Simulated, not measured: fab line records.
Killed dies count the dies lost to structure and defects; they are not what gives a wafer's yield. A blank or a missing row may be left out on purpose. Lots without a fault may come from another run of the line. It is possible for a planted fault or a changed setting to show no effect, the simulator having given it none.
Which tool was responsible? :: flow sky130 :: Sampling: 11 lots, 33 wafers, 5 of 708 route steps

== WHAT THE GAUGES SHOWED, per wafer ==
SKY_VIA2_RS_MEAS_22: uses a four-point probe to measure.
lot: L854
measured: day 36 08:14
on: film-metro-03
VIA2_W_RS (ohm/sq): 0.2677 0.2675 0.2663

lot: L855
measured: day 36 17:23
on: film-metro-03
VIA2_W_RS (ohm/sq): 0.2761 0.2705 0.2726

lot: L857
measured: day 37 08:54
on: film-metro-03
VIA2_W_RS (ohm/sq): 0.2719 0.2734 0.2727

lot: L858
measured: day 37 15:28
on: film-metro-04
VIA2_W_RS (ohm/sq): 0.2730 0.2710 0.2738

lot: L859
measured: day 37 19:17
on: film-metro-03
VIA2_W_RS (ohm/sq): 0.2694 0.2687 0.2707

lot: L860
measured: day 38 01:01
on: film-metro-01
VIA2_W_RS (ohm/sq): 0.2739 0.2730 0.2731

lot: L861
measured: day 38 13:09
on: film-metro-04
VIA2_W_RS (ohm/sq): 0.2733 0.2687 0.2728

lot: L864
measured: day 39 13:44
on: film-metro-03
VIA2_W_RS (ohm/sq): 0.2724 0.2761 0.2744

lot: L868
measured: day 40 13:31
on: film-metro-03
VIA2_W_RS (ohm/sq): 0.2326 0.2345 0.2718

lot: L869
measured: day 41 07:19
on: film-metro-04
VIA2_W_RS (ohm/sq): 0.2715 0.2332 0.2359

lot: L870
measured: day 41 08:09
on: film-metro-03
VIA2_W_RS (ohm/sq): 0.2748 0.2738 0.2718

SKY_VIA2_THK_MEAS_23: measures by xrf.
lot: L854
measured: day 36 08:19
on: film-metro-03
VIA2_W_THK (nm): 418 422 421

lot: L855
measured: day 36 17:29
on: film-metro-03
VIA2_W_THK (nm): 407 417 408

lot: L857
measured: day 37 09:01
on: film-metro-03
VIA2_W_THK (nm): 412 408 407

lot: L858
measured: day 37 15:35
on: film-metro-04
VIA2_W_THK (nm): 417 423 419

lot: L859
measured: day 37 19:23
on: film-metro-03
VIA2_W_THK (nm): 415 415 414

lot: L860
measured: day 38 01:08
on: film-metro-01
VIA2_W_THK (nm): 425 421 425

lot: L861
measured: day 38 13:16
on: film-metro-04
VIA2_W_THK (nm): 417 426 421

lot: L864
measured: day 39 13:51
on: film-metro-03
VIA2_W_THK (nm): 410 404 405

lot: L868
measured: day 40 13:38
on: film-metro-03
VIA2_W_THK (nm): 476 471 410

lot: L869
measured: day 41 07:25
on: film-metro-04
VIA2_W_THK (nm): 427 503 492

lot: L870
measured: day 41 08:16
on: film-metro-03
VIA2_W_THK (nm): 405 405 414

== TOOL THAT RAN EACH LOT (tool first, then ch and the chambers of the sampled wafers, then the start) ==
lot: L854
SKY_VIA1_ETCH_14: rie-diel-03 ch 0,1, day 33 21:17
SKY_METAL2_SPUTTER_04: pvd-sputter-04, day 33 22:46
SKY_VIA2_CVD_21: cvd-w-02 ch 0,1, day 36 08:05

lot: L855
SKY_VIA1_ETCH_14: rie-diel-04 ch 0,1, day 34 07:17
SKY_METAL2_SPUTTER_04: pvd-sputter-04, day 34 08:42
SKY_VIA2_CVD_21: cvd-w-01 ch 0,1, day 36 17:14

lot: L857
SKY_VIA1_ETCH_14: rie-diel-02 ch 2,3, day 34 23:38
SKY_METAL2_SPUTTER_04: pvd-sputter-03, day 35 01:10
SKY_VIA2_CVD_21: cvd-w-02 ch 1, day 37 08:45

lot: L858
SKY_VIA1_ETCH_14: rie-diel-02 ch 2,3, day 35 06:20
SKY_METAL2_SPUTTER_04: pvd-sputter-04, day 35 07:49
SKY_VIA2_CVD_21: cvd-w-01 ch 1, day 37 15:20

lot: L859
SKY_VIA1_ETCH_14: rie-diel-03 ch 0,1,2, day 35 10:44
SKY_METAL2_SPUTTER_04: pvd-sputter-01, day 35 12:09
SKY_VIA2_CVD_21: cvd-w-01 ch 0,1, day 37 19:08

lot: L860
SKY_VIA1_ETCH_14: rie-diel-04 ch 0,2,3, day 35 16:20
SKY_METAL2_SPUTTER_04: pvd-sputter-01, day 35 17:45
SKY_VIA2_CVD_21: cvd-w-01 ch 0,1, day 38 00:53

lot: L861
SKY_VIA1_ETCH_14: rie-diel-04 ch 1,2,3, day 36 05:29
SKY_METAL2_SPUTTER_04: pvd-sputter-01, day 36 06:54
SKY_VIA2_CVD_21: cvd-w-02 ch 0,1, day 38 13:00

lot: L864
SKY_VIA1_ETCH_14: rie-diel-02 ch 0,3, day 37 06:49
SKY_METAL2_SPUTTER_04: pvd-sputter-03, day 37 08:14
SKY_VIA2_CVD_21: cvd-w-02 ch 0,1, day 39 13:35

lot: L868
SKY_VIA1_ETCH_14: rie-diel-02 ch 0,2, day 38 07:35
SKY_METAL2_SPUTTER_04: pvd-sputter-03, day 38 09:00
SKY_VIA2_CVD_21: cvd-w-01 ch 0,1, day 40 13:23

lot: L869
SKY_VIA1_ETCH_14: rie-diel-04 ch 0,1, day 38 23:08
SKY_METAL2_SPUTTER_04: pvd-sputter-03, day 39 04:23
SKY_VIA2_CVD_21: cvd-w-01 ch 0,1, day 41 07:11

lot: L870
SKY_VIA1_ETCH_14: rie-diel-04 ch 0,2,3, day 39 01:05
SKY_METAL2_SPUTTER_04: pvd-sputter-03, day 39 05:17
SKY_VIA2_CVD_21: cvd-w-02 ch 0,1, day 41 08:01
- SKY_VIA1_ETCH_14: etches BARC in N2/H2, stops on SiO2, time 45.9 s, target depth 60 nm.
- SKY_METAL2_SPUTTER_04: material TiN, target thk 70 nm, time 58.3 s.
- SKY_VIA2_CVD_21: deposits W, target thk 420 nm, time 126.4 s.

== AS READ BY THE TOOLS THEMSELVES (means over the sampled wafers that have a number; for cases with no such wafer, the mark the record gives instead) ==
SKY_VIA1_ETCH_14.
lot: L854
tool: rie-diel-03
drypump-motor-current-A (A): 5.38
oes-product-au (a.u.): 0.851
throttle-valve-pct (%): 13.224

lot: L855
tool: rie-diel-04
drypump-motor-current-A (A): 5.85
oes-product-au (a.u.): 0.855
throttle-valve-pct (%): 13.230

lot: L857
tool: rie-diel-02
drypump-motor-current-A (A): 5.54
oes-product-au (a.u.): 0.848
throttle-valve-pct (%): 13.222

lot: L858
tool: rie-diel-02
drypump-motor-current-A (A): 5.39
oes-product-au (a.u.): 0.850
throttle-valve-pct (%): 13.223

lot: L859
tool: rie-diel-03
drypump-motor-current-A (A): 5.33
oes-product-au (a.u.): 0.855
throttle-valve-pct (%): 13.226

lot: L860
tool: rie-diel-04
drypump-motor-current-A (A): 5.87
oes-product-au (a.u.): 0.861
throttle-valve-pct (%): 13.219

lot: L861
tool: rie-diel-04
drypump-motor-current-A (A): 5.86
oes-product-au (a.u.): 0.856
throttle-valve-pct (%): 13.227

lot: L864
tool: rie-diel-02
drypump-motor-current-A (A): 5.94
oes-product-au (a.u.): 0.855
throttle-valve-pct (%): 13.224

lot: L868
tool: rie-diel-02
drypump-motor-current-A (A): 5.47
oes-product-au (a.u.): 0.851
throttle-valve-pct (%): 13.216

lot: L869
tool: rie-diel-04
drypump-motor-current-A (A): 5.84
oes-product-au (a.u.): 0.856
throttle-valve-pct (%): 13.232

lot: L870
tool: rie-diel-04
drypump-motor-current-A (A): 5.88
oes-product-au (a.u.): 0.856
throttle-valve-pct (%): 13.218

SKY_METAL2_SPUTTER_04.
lot: L854
tool: pvd-sputter-04
throttle-valve-pct (%): 30.1

lot: L855
tool: pvd-sputter-04
throttle-valve-pct (%): 30.2

lot: L857
tool: pvd-sputter-03
throttle-valve-pct (%): 30.8

lot: L858
tool: pvd-sputter-04
throttle-valve-pct (%): 29.4

lot: L859
tool: pvd-sputter-01
throttle-valve-pct (%): 29.6

lot: L860
tool: pvd-sputter-01
throttle-valve-pct (%): 30.0

lot: L861
tool: pvd-sputter-01
throttle-valve-pct (%): 30.0

lot: L864
tool: pvd-sputter-03
throttle-valve-pct (%): 30.7

lot: L868
tool: pvd-sputter-03
throttle-valve-pct (%): 30.4

lot: L869
tool: pvd-sputter-03
throttle-valve-pct (%): 29.9

lot: L870
tool: pvd-sputter-03
throttle-valve-pct (%): 29.8

SKY_VIA2_CVD_21.
lot: L854
tool: cvd-w-02
heater-power-w (W): 873
susceptor-temp-C (C): 399.97

lot: L855
tool: cvd-w-01
heater-power-w (W): 818
susceptor-temp-C (C): 400.04

lot: L857
tool: cvd-w-02
heater-power-w (W): 833
susceptor-temp-C (C): 400.02

lot: L858
tool: cvd-w-01
heater-power-w (W): 797
susceptor-temp-C (C): 400.02

lot: L859
tool: cvd-w-01
heater-power-w (W): 854
susceptor-temp-C (C): 399.98

lot: L860
tool: cvd-w-01
heater-power-w (W): 821
susceptor-temp-C (C): 399.90

lot: L861
tool: cvd-w-02
heater-power-w (W): 859
susceptor-temp-C (C): 400.11

lot: L864
tool: cvd-w-02
heater-power-w (W): 834
susceptor-temp-C (C): 400.05

lot: L868
tool: cvd-w-01
heater-power-w (W): 865
susceptor-temp-C (C): 405.17

lot: L869
tool: cvd-w-01
heater-power-w (W): 867
susceptor-temp-C (C): 405.07

lot: L870
tool: cvd-w-02
heater-power-w (W): 868
susceptor-temp-C (C): 400.00

== THE ANSWER, worked out from the rows above alone ==
Rule: the usual values come from the lots themselves. The widest of any qualifying gaps counts: lots, ordered by their means at a reading, are off when they make up no more than a third of the lots, leave a main group of 4 or more, and stand apart from it by 3 or more times the standard deviation of that group's means. The tables above print the reading to a certain number of digits; a main group whose means all agree to those digits is not used. A lot without any number at a reading at which 4 lots or more have one is off too. Any other lot the step has rows for is counted as sound. Order of review: gauges by route order, followed by the tools' own readings, for which a lot's mean as printed above is used. The first step at which some lot is off is used, and at that step the reading that is off furthest; a lot without a number counts as furthest.
Off: L868, L869, at SKY_VIA2_RS_MEAS_22 (VIA2_W_RS). For the main group the mean is 0.2720 ohm/sq and the standard deviation 0.0021.
If a tool, at a process step before that reading, ran all the lots that are off and no sound lot after the first of them, it fits. Not tried: the gauges at SKY_VIA2_RS_MEAS_22; whatever is off there is also off at SKY_VIA2_CVD_21, on other tools, and gauge error can't account for it. One fits: cvd-w-01 at SKY_VIA2_CVD_21. A fault onset in the window from L860 (day 38 00:53, its last sound lot) to L868 (day 40 13:23, its first lot off) fits.
On the lots that are off, the tool's own readings at SKY_VIA2_CVD_21 differ by more than 5 times the standard deviation of the sound lots' means, which bears it out; susceptor-temp-C reads 405.12 C there versus 400.01 C on the sound lots.

== WHAT HAD BEEN PUT IN BY THE SIMULATOR ==
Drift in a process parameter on cvd-w-01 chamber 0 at SKY_VIA2_CVD_21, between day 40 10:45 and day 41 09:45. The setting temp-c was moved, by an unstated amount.
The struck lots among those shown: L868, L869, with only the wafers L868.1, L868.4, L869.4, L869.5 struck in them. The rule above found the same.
